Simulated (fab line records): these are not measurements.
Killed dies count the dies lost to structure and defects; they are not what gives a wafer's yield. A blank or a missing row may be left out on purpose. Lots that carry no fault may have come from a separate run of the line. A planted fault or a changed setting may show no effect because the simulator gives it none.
Which tool was responsible? :: flow gf180mcu :: 24 lots, 72 wafers sampled, at 5 steps of a route of 602

== WHAT THE GAUGES READ, wafer by wafer ==
GF_HV_LDD_TW_MEAS_11.
lot: L074
measured: day 10 00:01
on: filmMetro-03
HV_LDD_TW: 2426 2439 2428

lot: L075
measured: day 10 08:17
on: filmMetro-01
HV_LDD_TW: 2431 2443 2427

lot: L076
measured: day 11 01:25
on: filmMetro-03
HV_LDD_TW: 2430 2433 2415

lot: L077
measured: day 11 08:13
on: filmMetro-03
HV_LDD_TW: 2440 2429 2424

lot: L078
measured: day 11 09:49
on: filmMetro-04
HV_LDD_TW: 2426 2431 2411

lot: L079
measured: day 11 14:32
on: filmMetro-04
HV_LDD_TW: 2434 2430 2429

lot: L080
measured: day 11 20:08
on: filmMetro-01
HV_LDD_TW: 2411 2434 2418

lot: L081
measured: day 12 07:47
on: filmMetro-04
HV_LDD_TW: 2418 2424 2412

lot: L082
measured: day 12 17:06
on: filmMetro-04
HV_LDD_TW: 2414 2411 2409

lot: L083
measured: day 13 02:31
on: filmMetro-04
HV_LDD_TW: 2432 2429 2414

lot: L084
measured: day 13 05:02
on: filmMetro-04
HV_LDD_TW: 2435 2420 2431

lot: L085
measured: day 13 08:10
on: filmMetro-04
HV_LDD_TW: 2419 2417 2421

lot: L086
measured: day 13 13:55
on: filmMetro-03
HV_LDD_TW: 2430 2427 2434

lot: L087
measured: day 14 00:59
on: filmMetro-01
HV_LDD_TW: 2416 2434 2418

lot: L088
measured: day 14 08:01
on: filmMetro-03
HV_LDD_TW: 2441 2443 2449

lot: L089
measured: day 14 13:22
on: filmMetro-01
HV_LDD_TW: 2420 2430 2421

lot: L090
measured: day 14 23:50
on: filmMetro-01
HV_LDD_TW: 2413 2415 2440

lot: L092
measured: day 15 18:07
on: filmMetro-04
HV_LDD_TW: 2431 2427 2435

lot: L091
measured: day 15 20:02
on: filmMetro-04
HV_LDD_TW: 2435 2427 2433

lot: L093
measured: day 15 23:10
on: filmMetro-03
HV_LDD_TW: 2434 2434 2426

lot: L094
measured: day 16 06:17
on: filmMetro-03
HV_LDD_TW: 2437 2430 2440

lot: L095
measured: day 16 11:47
on: filmMetro-01
HV_LDD_TW: 2409 2401 2413

lot: L096
measured: day 16 16:16
on: filmMetro-04
HV_LDD_TW: 2423 2419 2428

lot: L097
measured: day 17 07:22
on: filmMetro-03
HV_LDD_TW: 2422 2440 2435

GF_V2_THK_MEAS_03.
lot: L074
measured: day 19 02:42
on: filmMetro-04
V2_CVD_02_THK (nm): 865 864 868

lot: L075
measured: day 19 14:47
on: filmMetro-03
V2_CVD_02_THK (nm): 855 865 854

lot: L076
measured: day 20 17:35
on: filmMetro-03
V2_CVD_02_THK (nm): 839 837 860

lot: L077
measured: day 20 21:13
on: filmMetro-01
V2_CVD_02_THK (nm): 845 850 857

lot: L078
measured: day 21 01:16
on: filmMetro-04
V2_CVD_02_THK (nm): 849 845 854

lot: L079
measured: day 21 06:06
on: filmMetro-04
V2_CVD_02_THK (nm): 852 851 865

lot: L080
measured: day 21 10:13
on: filmMetro-04
V2_CVD_02_THK (nm): 845 849 848

lot: L081
measured: day 22 03:56
on: filmMetro-01
V2_CVD_02_THK (nm): 832 839 856

lot: L082
measured: day 22 14:16
on: filmMetro-01
V2_CVD_02_THK (nm): 854 857 863

lot: L083
measured: day 23 11:29
on: filmMetro-01
V2_CVD_02_THK (nm): 829 834 847

lot: L084
measured: day 23 13:19
on: filmMetro-04
V2_CVD_02_THK (nm): 844 870 862

lot: L085
measured: day 23 13:39
on: filmMetro-03
V2_CVD_02_THK (nm): 837 846 846

lot: L086
measured: day 23 15:27
on: filmMetro-01
V2_CVD_02_THK (nm): 849 840 860

lot: L087
measured: day 24 10:15
on: filmMetro-03
V2_CVD_02_THK (nm): 839 859 851

lot: L088
measured: day 24 12:35
on: filmMetro-04
V2_CVD_02_THK (nm): 851 835 858

lot: L089
measured: day 24 16:19
on: filmMetro-01
V2_CVD_02_THK (nm): 837 848 857

lot: L090
measured: day 25 09:32
on: filmMetro-03
V2_CVD_02_THK (nm): 841 862 858

lot: L092
measured: day 26 04:08
on: filmMetro-01
V2_CVD_02_THK (nm): 853 851 855

lot: L091
measured: day 26 07:05
on: filmMetro-03
V2_CVD_02_THK (nm): 839 860 847

lot: L093
measured: day 26 08:26
on: filmMetro-01
V2_CVD_02_THK (nm): 841 829 833

lot: L094
measured: day 26 10:56
on: filmMetro-01
V2_CVD_02_THK (nm): 845 856 860

lot: L095
measured: day 26 14:17
on: filmMetro-04
V2_CVD_02_THK (nm): 830 847 847

lot: L096
measured: day 26 15:01
on: filmMetro-04
V2_CVD_02_THK (nm): 841 853 854

lot: L097
measured: day 27 09:23
on: filmMetro-03
V2_CVD_02_THK (nm): 850 853 860

GF_M5_CD_MEAS_07 targets a cd of 280 nm.
lot: L074
measured: day 26 08:40
on: cdSem-01
cdNm (nm): 279.7 280.3 280.5

lot: L075
measured: day 26 12:21
on: cdSem-02
cdNm (nm): 280.1 279.1 280.4

lot: L076
measured: day 27 09:51
on: cdSem-02
cdNm (nm): 281.1 281.4 281.6

lot: L077
measured: day 27 23:01
on: cdSem-01
cdNm (nm): 280.3 280.6 280.3

lot: L078
measured: day 28 01:18
on: cdSem-02
cdNm (nm): 279.2 279.2 278.9

lot: L079
measured: day 28 04:17
on: cdSem-01
cdNm (nm): 280.1 281.1 281.1

lot: L080
measured: day 28 04:55
on: cdSem-01
cdNm (nm): 281.8 280.4 279.8

lot: L081
measured: day 28 23:52
on: cdSem-02
cdNm (nm): 277.3 278.8 279.4

lot: L082
measured: day 29 04:43
on: cdSem-01
cdNm (nm): 282.6 282.1 281.6

lot: L083
measured: day 29 17:43
on: cdSem-01
cdNm (nm): 280.3 281.9 281.9

lot: L084
measured: day 29 20:15
on: cdSem-02
cdNm (nm): 279.7 280.3 279.1

lot: L085
measured: day 29 20:34
on: cdSem-01
cdNm (nm): 280.1 280.1 280.7

lot: L086
measured: day 29 23:43
on: cdSem-02
cdNm (nm): 279.5 279.2 279.1

lot: L087
measured: day 30 14:56
on: cdSem-01
cdNm (nm): 281.7 281.9 280.4

lot: L088
measured: day 30 19:01
on: cdSem-01
cdNm (nm): 278.9 277.8 277.5

lot: L089
measured: day 30 21:37
on: cdSem-01
cdNm (nm): 280.9 280.4 279.5

lot: L090
measured: day 31 10:38
on: cdSem-02
cdNm (nm): 281.8 282.2 282.2

lot: L092
measured: day 31 23:28
on: cdSem-01
cdNm (nm): 278.9 280.5 279.5

lot: L091
measured: day 32 04:49
on: cdSem-01
cdNm (nm): 281.9 280.9 282.4

lot: L093
measured: day 32 06:05
on: cdSem-02
cdNm (nm): 280.6 280.1 282.1

lot: L094
measured: day 32 09:02
on: cdSem-02
cdNm (nm): 280.1 281.2 281.7

lot: L095
measured: day 32 11:25
on: cdSem-02
cdNm (nm): 279.2 280.0 279.6

lot: L096
measured: day 32 12:33
on: cdSem-02
cdNm (nm): 278.2 278.5 278.5

lot: L097
measured: day 33 02:00
on: cdSem-01
cdNm (nm): 281.0 282.2 281.0

GF_V5_THK_MEAS_25: measures by xrf.
lot: L074
measured: day 27 08:11
on: filmMetro-02
V5_W_THK (nm): 350 351 355

lot: L075
measured: day 27 11:24
on: filmMetro-04
V5_W_THK (nm): 357 354 356

lot: L076
measured: day 28 08:16
on: filmMetro-04
V5_W_THK (nm): 343 345 344

lot: L077
measured: day 28 21:08
on: filmMetro-02
V5_W_THK (nm): 350 346 346

lot: L078
measured: day 28 23:47
on: filmMetro-02
V5_W_THK (nm): 347 350 349

lot: L079
measured: day 29 02:41
on: filmMetro-04
V5_W_THK (nm): 352 352 350

lot: L080
measured: day 29 03:01
on: filmMetro-04
V5_W_THK (nm): 358 353 353

lot: L081
measured: day 29 21:45
on: filmMetro-01
V5_W_THK (nm): 348 347 341

lot: L082
measured: day 30 02:37
on: filmMetro-02
V5_W_THK (nm): 348 350 345

lot: L083
measured: day 30 15:17
on: filmMetro-02
V5_W_THK (nm): 340 345 338

lot: L084
measured: day 30 17:24
on: filmMetro-04
V5_W_THK (nm): 346 354 353

lot: L085
measured: day 30 18:21
on: filmMetro-04
V5_W_THK (nm): 356 360 351

lot: L086
measured: day 30 21:37
on: filmMetro-04
V5_W_THK (nm): 348 358 351

lot: L087
measured: day 31 10:50
on: filmMetro-04
V5_W_THK (nm): 346 356 349

lot: L088
measured: day 31 15:18
on: filmMetro-04
V5_W_THK (nm): 349 351 344

lot: L089
measured: day 31 17:41
on: filmMetro-01
V5_W_THK (nm): 350 350 352

lot: L090
measured: day 32 06:57
on: filmMetro-02
V5_W_THK (nm): 341 347 345

lot: L092
measured: day 32 18:19
on: filmMetro-02
V5_W_THK (nm): 352 345 351

lot: L091
measured: day 33 00:19
on: filmMetro-02
V5_W_THK (nm): 343 348 346

lot: L093
measured: day 33 00:52
on: filmMetro-04
V5_W_THK (nm): 360 355 353

lot: L094
measured: day 33 03:43
on: filmMetro-04
V5_W_THK (nm): 358 361 357

lot: L095
measured: day 33 06:47
on: filmMetro-02
V5_W_THK (nm): 344 343 342

lot: L096
measured: day 33 11:14
on: filmMetro-02
V5_W_THK (nm): 345 343 346

lot: L097
measured: day 33 20:26
on: filmMetro-01
V5_W_THK (nm): 345 354 344

== TOOL THAT RAN EACH LOT (tool first, then ch and the chambers of the sampled wafers, then the start) ==
lot: L074
GF_M2_SPUTTER_01: pvdSputter-02, day 18 01:37

lot: L075
GF_M2_SPUTTER_01: pvdSputter-02, day 18 13:07

lot: L076
GF_M2_SPUTTER_01: pvdSputter-04, day 19 17:02

lot: L077
GF_M2_SPUTTER_01: pvdSputter-02, day 19 20:12

lot: L078
GF_M2_SPUTTER_01: pvdSputter-03, day 19 23:51

lot: L079
GF_M2_SPUTTER_01: pvdSputter-03, day 20 05:16

lot: L080
GF_M2_SPUTTER_01: pvdSputter-04, day 20 08:58

lot: L081
GF_M2_SPUTTER_01: pvdSputter-02, day 21 03:19

lot: L082
GF_M2_SPUTTER_01: pvdSputter-03, day 21 13:46

lot: L083
GF_M2_SPUTTER_01: pvdSputter-03, day 22 01:04

lot: L084
GF_M2_SPUTTER_01: pvdSputter-02, day 22 06:24

lot: L085
GF_M2_SPUTTER_01: pvdSputter-03, day 22 06:49

lot: L086
GF_M2_SPUTTER_01: pvdSputter-04, day 22 12:37

lot: L087
GF_M2_SPUTTER_01: pvdSputter-03, day 23 12:47

lot: L088
GF_M2_SPUTTER_01: pvdSputter-03, day 23 15:12

lot: L089
GF_M2_SPUTTER_01: pvdSputter-02, day 23 17:20

lot: L090
GF_M2_SPUTTER_01: pvdSputter-02, day 24 10:55

lot: L092
GF_M2_SPUTTER_01: pvdSputter-03, day 25 06:16

lot: L091
GF_M2_SPUTTER_01: pvdSputter-03, day 25 08:05

lot: L093
GF_M2_SPUTTER_01: pvdSputter-04, day 25 10:16

lot: L094
GF_M2_SPUTTER_01: pvdSputter-04, day 25 12:34

lot: L095
GF_M2_SPUTTER_01: pvdSputter-04, day 25 15:43

lot: L096
GF_M2_SPUTTER_01: pvdSputter-04, day 25 16:52

lot: L097
GF_M2_SPUTTER_01: pvdSputter-02, day 26 11:58
- GF_M2_SPUTTER_01: material TiN, target thk 30 nm, time 25 s.

== AS READ BY THE TOOLS THEMSELVES (means over the sampled wafers that have a number; for cases with no such wafer, the mark the record gives instead) ==
GF_M2_SPUTTER_01.
lot: L074
tool: pvdSputter-02
throttleValvePct (%): 29.6

lot: L075
tool: pvdSputter-02
throttleValvePct (%): 30.7

lot: L076
tool: pvdSputter-04
throttleValvePct (%): 30.5

lot: L077
tool: pvdSputter-02
throttleValvePct (%): 30.7

lot: L078
tool: pvdSputter-03
throttleValvePct (%): 29.3

lot: L079
tool: pvdSputter-03
throttleValvePct (%): 30.3

lot: L080
tool: pvdSputter-04
throttleValvePct (%): 30.3

lot: L081
tool: pvdSputter-02
throttleValvePct (%): 30.8

lot: L082
tool: pvdSputter-03
throttleValvePct (%): 29.9

lot: L083
tool: pvdSputter-03
throttleValvePct (%): 29.8

lot: L084
tool: pvdSputter-02
throttleValvePct (%): 30.1

lot: L085
tool: pvdSputter-03
throttleValvePct (%): 29.1

lot: L086
tool: pvdSputter-04
throttleValvePct (%): 30.1

lot: L087
tool: pvdSputter-03
throttleValvePct (%): 30.2

lot: L088
tool: pvdSputter-03
throttleValvePct (%): 30.2

lot: L089
tool: pvdSputter-02
throttleValvePct (%): 31.3

lot: L090
tool: pvdSputter-02
throttleValvePct (%): 30.0

lot: L092
tool: pvdSputter-03
throttleValvePct (%): 29.8

lot: L091
tool: pvdSputter-03
throttleValvePct (%): 30.2

lot: L093
tool: pvdSputter-04
throttleValvePct (%): 30.1

lot: L094
tool: pvdSputter-04
throttleValvePct (%): 30.0

lot: L095
tool: pvdSputter-04
throttleValvePct (%): 30.2

lot: L096
tool: pvdSputter-04
throttleValvePct (%): 30.3

lot: L097
tool: pvdSputter-02
throttleValvePct (%): 30.2

== THE ANSWER, worked out from the rows above alone ==
Rule: the lots themselves supply what counts as usual. Put in order of their means at a reading, lots are off if they are a third of the lots or fewer, leave a main group of 4 or more, and stand apart from it by a gap of 3 or more times the standard deviation of the main group's means; of several such gaps the widest counts. If all means in a main group match to the digits the tables above print for the reading, that group is not used. A lot without any number at a reading at which 4 lots or more have one is off too. The other lots that the step has rows for count as sound. The gauges are gone through in route order, then the tools' own readings, and for those a lot's mean is taken as printed above. At the first step where some lot is off, the reading lying furthest off is the one used; lots without a number count as furthest.
No lot is off at any reading shown: from this, nothing can be told.

== WHAT THE SIMULATOR HAD PUT IN ==
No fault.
